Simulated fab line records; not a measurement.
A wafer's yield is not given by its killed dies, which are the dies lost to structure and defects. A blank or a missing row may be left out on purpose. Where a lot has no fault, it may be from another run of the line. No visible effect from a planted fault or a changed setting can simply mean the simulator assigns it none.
Which tool is to blame? | flow sky130 | 39 wafers from 13 lots sampled at 3 of the route's 708 steps

== WHAT EACH GAUGE READ, for each wafer ==
SKY_POLY_GATE_THK_MEAS_21. Usual: POLY_GATE_OXIDATION_THK 4.00 nm, standard deviation 0.067.
lot  | measured     | on           | POLY_GATE_OXIDATION_THK (nm) | flag
L712 | day 16 10:56 | filmMetro-02 | 3.99 3.99 4.10               | 
L713 | day 16 22:21 | filmMetro-03 | 4.02 3.96 3.92               | 
L714 | day 17 14:32 | filmMetro-03 | 4.13 4.08 4.10               | 
L716 | day 18 07:08 | filmMetro-03 | 3.98 4.06 3.99               | 
L717 | day 18 15:12 | filmMetro-03 | 4.01 4.11 4.01               | 
L718 | day 18 19:54 | filmMetro-03 | 3.91 3.96 3.91               | 
L724 | day 21 03:59 | filmMetro-04 | 4.01 3.98 4.00               | 
L725 | day 21 12:05 | filmMetro-02 | 4.04 4.05 3.98               | 
L727 | day 21 21:01 | filmMetro-04 | 4.00 3.94 4.08               | 
L728 | day 22 06:21 | filmMetro-04 | 4.05 4.05 4.14               | 
L731 | day 23 09:52 | filmMetro-04 | 4.01 3.92 4.01               | 
L732 | day 23 13:42 | filmMetro-02 | 4.02 3.89 4.02               | 
L734 | day 24 03:52 | filmMetro-03 | 3.98 3.92 3.91               | 

SKY_LDD_LDN_OVL_MEAS_07. Usual: LDD_LDN_OVL 0.0 nm, standard deviation 1.7.
lot  | measured     | on         | LDD_LDN_OVL (nm) | flag
L712 | day 22 19:56 | overlay-01 | 0.3 -0.3 1.3     | 
L713 | day 23 05:07 | overlay-02 | 0.2 -1.7 -1.3    | 
L714 | day 23 23:38 | overlay-02 | 1.2 2.2 1.6      | 
L716 | day 24 17:11 | overlay-02 | 2.0 1.5 0.6      | 
L717 | day 24 23:48 | overlay-01 | 0.8 0.4 1.5      | 
L718 | day 25 04:51 | overlay-02 | -3.7 -1.8 -1.8   | 
L724 | day 27 10:11 | overlay-02 | -0.5 -2.2 -1.8   | 
L725 | day 27 17:53 | overlay-02 | 0.8 -0.6 -1.2    | 
L727 | day 28 00:56 | overlay-02 | 1.5 0.8 1.4      | 
L728 | day 28 11:40 | overlay-01 | 0.6 -2.2 1.3     | 
L731 | day 29 13:08 | overlay-02 | -0.8 -1.1 -1.1   | 
L732 | day 29 17:40 | overlay-01 | -0.3 2.0 1.2     | 
L734 | day 30 06:11 | overlay-02 | -1.0 0.6 0.0     | 

== EACH LOT AND THE TOOL THAT RAN IT (in order: tool; ch and the chambers of the sampled wafers; start) ==
lot  | SKY_LDD_P_STRIP_10
L712 | plasmaAsher-01 ch 0,1, day 18 23:04
L713 | plasmaAsher-03 ch 0,1, day 19 09:59
L714 | plasmaAsher-04 ch 0,1, day 20 05:07
L716 | plasmaAsher-04 ch 0,1, day 20 22:34
L717 | plasmaAsher-04 ch 0,1, day 21 06:12
L718 | plasmaAsher-03 ch 0,1, day 21 10:18
L724 | plasmaAsher-04 ch 0,1, day 23 17:04
L725 | plasmaAsher-01 ch 0,1, day 24 01:58
L727 | plasmaAsher-04 ch 0,1, day 24 09:49
L728 | plasmaAsher-01 ch 0,1, day 24 20:08
L731 | plasmaAsher-01 ch 0,1, day 25 23:13
L732 | plasmaAsher-04 ch 0,1, day 26 03:14
L734 | plasmaAsher-04 ch 0,1, day 26 15:25
- SKY_LDD_P_STRIP_10: strips in O2/N2.

== AS READ BY THE TOOLS THEMSELVES (means over the sampled wafers that have a number; for cases with no such wafer, the mark the record gives instead) ==
SKY_LDD_P_STRIP_10. Usual: chamberPressureMTorr 1500.2 mTorr, standard deviation 1.5; drypumpMotorCurrentA 5.95 A, standard deviation 0.27; oesProductAu 0.717 a.u., standard deviation 0.004; stripTimeToEndpointS 14.14 s, standard deviation 0.041.
lot  | tool           | chamberPressureMTorr (mTorr) | drypumpMotorCurrentA (A) | oesProductAu (a.u.) | stripTimeToEndpointS (s) | flag
L712 | plasmaAsher-01 | 1500.1                       | 6.17                     | 0.722               | 14.19                    | 
L713 | plasmaAsher-03 | 1500.3                       | 5.95                     | 0.716               | 14.16                    | 
L714 | plasmaAsher-04 | 1500.2                       | 5.80                     | 0.718               | 14.12                    | 
L716 | plasmaAsher-04 | 1500.7                       | 5.80                     | 0.717               | 14.11                    | 
L717 | plasmaAsher-04 | 1499.7                       | 5.78                     | 0.717               | 14.18                    | 
L718 | plasmaAsher-03 | 1498.5                       | 5.94                     | 0.718               | 14.18                    | 
L724 | plasmaAsher-04 | 1499.0                       | 5.91                     | 0.720               | 14.17                    | 
L725 | plasmaAsher-01 | 1501.6                       | 6.18                     | 0.715               | 14.11                    | 
L727 | plasmaAsher-04 | 1500.2                       | 5.80                     | 0.715               | 14.19                    | 
L728 | plasmaAsher-01 | 1500.1                       | 6.19                     | 0.718               | 14.15                    | 
L731 | plasmaAsher-01 | 1500.6                       | 6.21                     | 0.716               | 14.13                    | 
L732 | plasmaAsher-04 | 1500.2                       | 5.82                     | 0.715               | 14.13                    | 
L734 | plasmaAsher-04 | 1500.0                       | 5.95                     | 0.714               | 14.15                    | 

== THE ANSWER, worked out from the rows above alone ==
Rule: take the mean of a lot's wafers that have a number; if it is more than 3 standard deviations from the usual mean, the lot is off. Also off: a lot with no number at a reading for which 4 or more lots have one. Any other lot the step has rows for is counted as sound. After the gauges, taken in route order, come the tools' own readings; for these a lot's mean is taken, as printed above. The first step at which some lot is off is used, and at that step the reading that is off furthest; a lot without a number counts as furthest.
Across all readings shown, no lot is off: no conclusion can be drawn from this.

== WHAT HAD BEEN PUT IN BY THE SIMULATOR ==
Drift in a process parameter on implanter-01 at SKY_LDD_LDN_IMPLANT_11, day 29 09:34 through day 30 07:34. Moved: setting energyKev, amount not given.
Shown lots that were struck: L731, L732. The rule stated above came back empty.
